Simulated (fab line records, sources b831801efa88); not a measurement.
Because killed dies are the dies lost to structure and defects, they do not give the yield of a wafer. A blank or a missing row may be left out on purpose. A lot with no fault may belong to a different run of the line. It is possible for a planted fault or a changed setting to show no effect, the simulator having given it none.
Shared-tool check / flow gf180mcu / Sample size 12 lots and 36 wafers

## REASON FOR OPENING
Of 12 lots, 2 have the reading MVPSD_OVL flagged at GF_MVPSD_OVL_MEAS_07. Wafers without a fault read -0.7 nm, standard deviation 1.4.
Rule: a lot is flagged in two cases, either no wafer of it has a number, or all its wafers with numbers fall more than 4 standard deviations from that mean. As for the other lots, they are considered sound.

lot=L332; measured=day 5 04:41; on=overlay-01; MVPSD_OVL (nm), wafer by wafer=-1.3 -2.5 -1.4; flag=
lot=L333; measured=day 5 17:56; on=overlay-02; MVPSD_OVL (nm), wafer by wafer=-0.6 -1.2 -3.5; flag=
lot=L335; measured=day 6 00:11; on=overlay-01; MVPSD_OVL (nm), wafer by wafer=2.6 1.4 1.5; flag=
lot=L334; measured=day 6 01:38; on=overlay-02; MVPSD_OVL (nm), wafer by wafer=0.0 -2.2 -1.7; flag=
lot=L337; measured=day 6 11:53; on=overlay-02; MVPSD_OVL (nm), wafer by wafer=-2.4 -0.4 -0.2; flag=
lot=L338; measured=day 6 20:38; on=overlay-02; MVPSD_OVL (nm), wafer by wafer=-3.0 -3.0 -2.3; flag=
lot=L340; measured=day 7 03:44; on=overlay-02; MVPSD_OVL (nm), wafer by wafer=-0.9 0.2 0.0; flag=
lot=L345; measured=day 8 18:11; on=overlay-01; MVPSD_OVL (nm), wafer by wafer=-0.8 -0.8 -0.7; flag=
lot=L346; measured=day 8 22:35; on=overlay-02; MVPSD_OVL (nm), wafer by wafer=-0.3 1.8 0.6; flag=
lot=L347; measured=day 9 00:29; on=overlay-02; MVPSD_OVL (nm), wafer by wafer=-76.6 -75.8 -76.6; flag=FLAGGED
lot=L351; measured=day 10 00:33; on=overlay-02; MVPSD_OVL (nm), wafer by wafer=-73.8 -75.7 -75.8; flag=FLAGGED
lot=L354; measured=day 10 16:32; on=overlay-02; MVPSD_OVL (nm), wafer by wafer=0.7 0.6 1.2; flag=
On average the flagged lots' numbers are -75.7 nm, which is -75.0 nm against the usual, or -54 standard deviations.

## LOT BY LOT: THE TOOL USED
The record keeps 1 process step preceding the reading, out of 602 steps on the route. Read each cell as the tool, then ch plus the chambers that the sampled wafers visited, then the start.
lot=L332; flag=; GF_MVPSD_EXPOSE_04=iline-stepper-02 ch 0, day 4 22:20
lot=L333; flag=; GF_MVPSD_EXPOSE_04=iline-stepper-01 ch 0, day 5 11:26
lot=L335; flag=; GF_MVPSD_EXPOSE_04=iline-stepper-01 ch 0, day 5 17:26
lot=L334; flag=; GF_MVPSD_EXPOSE_04=iline-stepper-02 ch 0, day 5 18:43
lot=L337; flag=; GF_MVPSD_EXPOSE_04=iline-stepper-02 ch 0, day 6 04:42
lot=L338; flag=; GF_MVPSD_EXPOSE_04=iline-stepper-02 ch 0, day 6 12:55
lot=L340; flag=; GF_MVPSD_EXPOSE_04=iline-stepper-01 ch 0, day 6 20:18
lot=L345; flag=; GF_MVPSD_EXPOSE_04=iline-stepper-01 ch 0, day 8 10:56
lot=L346; flag=; GF_MVPSD_EXPOSE_04=iline-stepper-01 ch 0, day 8 14:03
lot=L347; flag=FLAGGED; GF_MVPSD_EXPOSE_04=iline-stepper-02 ch 0, day 8 16:11
lot=L351; flag=FLAGGED; GF_MVPSD_EXPOSE_04=iline-stepper-02 ch 0, day 9 16:19
lot=L354; flag=; GF_MVPSD_EXPOSE_04=iline-stepper-01 ch 0, day 10 07:33
What the steps here do:
- GF_MVPSD_EXPOSE_04: exposes mask MVPSD, target cd 1000 nm.
- GF_MVPSD_OVL_MEAS_07

## FLAGGED OVER TOTAL, TOOL BY TOOL (the gauges that took the reading come last)
step=GF_MVPSD_EXPOSE_04; tool=iline-stepper-01; lots run=6; flagged=0; share of the flagged lots=none; sound lots run after its first flagged lot=-
step=GF_MVPSD_EXPOSE_04; tool=iline-stepper-02; lots run=6; flagged=2; share of the flagged lots=all; sound lots run after its first flagged lot=0
step=GF_MVPSD_OVL_MEAS_07; tool=overlay-01; lots run=3; flagged=0; share of the flagged lots=none; sound lots run after its first flagged lot=-
step=GF_MVPSD_OVL_MEAS_07; tool=overlay-02; lots run=9; flagged=2; share of the flagged lots=all; sound lots run after its first flagged lot=1 (L354)

## THE TABLE: WHAT IT ALLOWS
Every flagged lot went through 2 rows of the table: iline-stepper-02 at GF_MVPSD_EXPOSE_04 and overlay-02 at GF_MVPSD_OVL_MEAS_07.
- iline-stepper-02 at GF_MVPSD_EXPOSE_04: 2 of its 6 lots flagged. A fault beginning between L338 (day 6 12:55), its last sound lot, and L347 (day 8 16:11), its first flagged one, fits the data.
- overlay-02 at GF_MVPSD_OVL_MEAS_07: 2 of its 9 lots flagged. After the first flagged lot (L354), sound lots still ran on it; a lasting fault on the whole tool would not permit that.
Left over: one tool, iline-stepper-02 at GF_MVPSD_EXPOSE_04.

## WHAT WAS PUT IN BY THE SIMULATOR
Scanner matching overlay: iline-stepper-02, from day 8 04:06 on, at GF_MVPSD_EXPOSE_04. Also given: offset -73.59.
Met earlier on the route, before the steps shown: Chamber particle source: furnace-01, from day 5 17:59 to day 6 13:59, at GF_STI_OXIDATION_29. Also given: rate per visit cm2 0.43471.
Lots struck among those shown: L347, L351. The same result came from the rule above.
